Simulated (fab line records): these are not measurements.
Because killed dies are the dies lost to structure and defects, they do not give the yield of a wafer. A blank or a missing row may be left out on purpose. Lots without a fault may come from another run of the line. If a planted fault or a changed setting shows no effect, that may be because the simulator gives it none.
The same fault as seen by 2 desks ; flow sky130 ; what lay behind the numbers comes last; until then each desk has only its own

AT THE TOOL OWNER'S DESK: rieMetal-02
The tool's own readings at SKY_METAL4_ETCH_16 (etches BARC in N2/H2, stops on SiO2, time 88.2 s, target depth 60 nm): means of the sampled wafers that have a number, for each lot that ran on this tool. A lot is out of limits, marked OUT, if its mean lies more than 4 standard deviations from the usual mean; the brackets give that distance.
Columns: A = biasW at SKY_METAL4_ETCH_16, usual 100.02 W; B = drypumpMotorCurrentA at SKY_METAL4_ETCH_16, usual 5.7 A; C = oesProductAu at SKY_METAL4_ETCH_16, usual 0.626 a.u.; D = runLengthS at SKY_METAL4_ETCH_16, usual 116.8 s; E = throttleValvePct at SKY_METAL4_ETCH_16, usual 13.205 %
lot;first seen here;A;B;C;D;E
L255;day 42 05:55;99.86;6.3;0.623;116.5;13.207
L258;day 42 14:59;99.98;6.2;0.825 (+41) OUT;92.7 (-22) OUT;13.216
L260;day 43 12:08;99.87;6.0;0.749 (+25) OUT;100.3 (-15) OUT;13.214
L261;day 43 19:58;100.06;6.0;0.817 (+39) OUT;91.9 (-23) OUT;13.226
L274;day 46 19:32;99.87;6.1;0.625;116.2;13.209
L276;day 47 10:57;99.92;6.3;0.627;119.8;13.201
This desk's finding: out of limits on L258, L260, L261; first on L258, day 42 14:59 (oesProductAu at SKY_METAL4_ETCH_16). Within limits: L255, L274, L276.

THE METROLOGY DESK
Means of the sampled wafers that have a number, per lot and without regard to the tool the lot ran on: this is what the gauges read. A lot is out of limits, marked OUT, if its mean lies more than 4 standard deviations from the usual mean; the brackets give that distance.
Columns: A = VIA1_BOW at SKY_VIA1_BOW_MEAS_03, usual 80 um; B = VIA1_W_THK at SKY_VIA1_THK_MEAS_23, usual 270 nm
lot;first seen here;A;B
L255;day 33 07:49;86;269
L258;day 33 21:01;80;274
L260;day 34 18:41;80;265
L261;day 35 05:59;70;266
L267;day 37 07:35;90;272
L270;day 38 03:48;85;270
L271;day 38 07:21;77;268
L273;day 38 20:32;83;267
L274;day 38 22:11;75;269
L276;day 39 14:46;81;270
L277;day 39 22:23;81;271
This desk found nothing out of limits on any of the 11 lots.

BROUGHT TOGETHER
The tool owner's desk could have raised an alarm at day 42 14:59, on L258, L260, L261.
The metrology desk saw nothing out of limits.
The metrology desk holds a record of L258, L260, L261, inside its limits.
Every lot named ran SKY_METAL4_ETCH_16 on rieMetal-02.

WHAT THE SIMULATOR PUT IN
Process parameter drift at SKY_METAL4_ETCH_16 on rieMetal-02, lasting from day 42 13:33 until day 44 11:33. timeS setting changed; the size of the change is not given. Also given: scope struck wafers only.
Shown lots that were struck: L258, L260, L261.
Time in hours from fault onset to the first out-of-limits reading at each desk: the tool owner's desk, 1.
